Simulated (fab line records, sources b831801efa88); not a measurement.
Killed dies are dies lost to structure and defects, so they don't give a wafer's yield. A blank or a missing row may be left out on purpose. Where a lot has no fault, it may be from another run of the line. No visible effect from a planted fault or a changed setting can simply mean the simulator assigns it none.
Chamber matching :: flow sky130 :: SKY_VIA4_CMP_21 on cmp-02 has 4 sister chambers
The step polishes, stops on SiO2, t overpolish 25 s, target thk 0 nm. 18 wafers are shown with their chamber, then 9 later ones without.

WAFERS PAIRED WITH THEIR CHAMBERS
wafer: L694.1
chamber: 1
motor_current_A (A): 11.0
time_to_endpoint_s (s): 131
overpolish_run_s (s): 25.007

wafer: L694.5
chamber: 0
motor_current_A (A): 10.0
time_to_endpoint_s (s): 122
overpolish_run_s (s): 24.988

wafer: L694.6
chamber: 1
motor_current_A (A): 10.6
time_to_endpoint_s (s): 128
overpolish_run_s (s): 25.011

wafer: L695.2
chamber: 3
motor_current_A (A): 11.0
time_to_endpoint_s (s): 128
overpolish_run_s (s): 24.990

wafer: L695.4
chamber: 0
motor_current_A (A): 10.0
time_to_endpoint_s (s): 124
overpolish_run_s (s): 24.999

wafer: L695.6
chamber: 1
motor_current_A (A): 10.7
time_to_endpoint_s (s): 126
overpolish_run_s (s): 24.989

wafer: L697.1
chamber: 2
motor_current_A (A): 10.7
time_to_endpoint_s (s): 130
overpolish_run_s (s): 24.998

wafer: L697.2
chamber: 0
motor_current_A (A): 10.2
time_to_endpoint_s (s): 126
overpolish_run_s (s): 24.996

wafer: L697.3
chamber: 1
motor_current_A (A): 10.7
time_to_endpoint_s (s): 132
overpolish_run_s (s): 24.999

wafer: L699.2
chamber: 1
motor_current_A (A): 10.1
time_to_endpoint_s (s): 125
overpolish_run_s (s): 24.999

wafer: L699.3
chamber: 3
motor_current_A (A): 11.7
time_to_endpoint_s (s): 117
overpolish_run_s (s): 25.014

wafer: L699.4
chamber: 2
motor_current_A (A): 10.7
time_to_endpoint_s (s): 124
overpolish_run_s (s): 24.992

wafer: L703.1
chamber: 0
motor_current_A (A): 10.1
time_to_endpoint_s (s): 121
overpolish_run_s (s): 24.991

wafer: L703.2
chamber: 2
motor_current_A (A): 10.4
time_to_endpoint_s (s): 129
overpolish_run_s (s): 25.001

wafer: L703.6
chamber: 0
motor_current_A (A): 9.7
time_to_endpoint_s (s): 121
overpolish_run_s (s): 24.996

wafer: L707.1
chamber: 2
motor_current_A (A): 10.6
time_to_endpoint_s (s): 126
overpolish_run_s (s): 24.992

wafer: L707.2
chamber: 1
motor_current_A (A): 10.5
time_to_endpoint_s (s): 121
overpolish_run_s (s): 24.996

wafer: L707.5
chamber: 2
motor_current_A (A): 10.5
time_to_endpoint_s (s): 125
overpolish_run_s (s): 24.994

SIGNATURES, as means of the wafers listed above
reading: motor_current_A
chamber 0: 10.000
chamber 1: 10.600
chamber 2: 10.580
chamber 3: 11.350
scatter within a chamber: 0.253

reading: time_to_endpoint_s
chamber 0: 122.80
chamber 1: 127.17
chamber 2: 126.80
chamber 3: 122.50
scatter within a chamber: 3.67

reading: overpolish_run_s
chamber 0: 24.99400
chamber 1: 25.00017
chamber 2: 24.99540
chamber 3: 25.00200
scatter within a chamber: 0.00726
Rule: distance of a wafer from a chamber = root of the sum over the readings of ((wafer's reading minus chamber's mean) / reading's scatter) squared. The wafer belongs to the nearest chamber; if the next one is less than 2 further off, it can't be placed. How the scatter is found: for the shown wafers, subtract from each reading the mean of its chamber, square and add these, divide the total by (wafers less chambers), then take the root.

WAFERS WITHOUT THEIR CHAMBER
wafer: L708.4
motor_current_A (A): 9.9
time_to_endpoint_s (s): 124
overpolish_run_s (s): 24.994

wafer: L708.5
motor_current_A (A): 12.1
time_to_endpoint_s (s): 124
overpolish_run_s (s): 24.996

wafer: L708.6
motor_current_A (A): 10.5
time_to_endpoint_s (s): 130
overpolish_run_s (s): 25.005

wafer: L709.2
motor_current_A (A): 11.5
time_to_endpoint_s (s): 125
overpolish_run_s (s): 24.993

wafer: L709.3
motor_current_A (A): 10.4
time_to_endpoint_s (s): 131
overpolish_run_s (s): 25.000

wafer: L709.6
motor_current_A (A): 10.0
time_to_endpoint_s (s): 122
overpolish_run_s (s): 24.978

wafer: L716.2
motor_current_A (A): 10.9
time_to_endpoint_s (s): 139
overpolish_run_s (s): 24.996

wafer: L716.3
motor_current_A (A): 10.5
time_to_endpoint_s (s): 138
overpolish_run_s (s): 24.994

wafer: L716.6
motor_current_A (A): 10.4
time_to_endpoint_s (s): 137
overpolish_run_s (s): 24.993

CHAMBER TAKEN BY EACH
wafer: L708.4
from the rows above: 0
in truth: 0

wafer: L708.5
from the rows above: 3
in truth: 3

wafer: L708.6
from the rows above: can't be placed: 1 or 2
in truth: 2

wafer: L709.2
from the rows above: 3
in truth: 3

wafer: L709.3
from the rows above: can't be placed: 1 or 2 or 0
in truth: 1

wafer: L709.6
from the rows above: can't be placed: 0 or 2 or 1
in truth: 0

wafer: L716.2
from the rows above: can't be placed: 1 or 2 or 3
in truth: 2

wafer: L716.3
from the rows above: can't be placed: 2 or 1 or 0
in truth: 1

wafer: L716.6
from the rows above: can't be placed: 2 or 1 or 0
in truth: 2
Correct placement for 3 of the 9. Can't be placed from these rows: 6 (the true chamber is among the candidates in 6). Wrongly placed: 0.
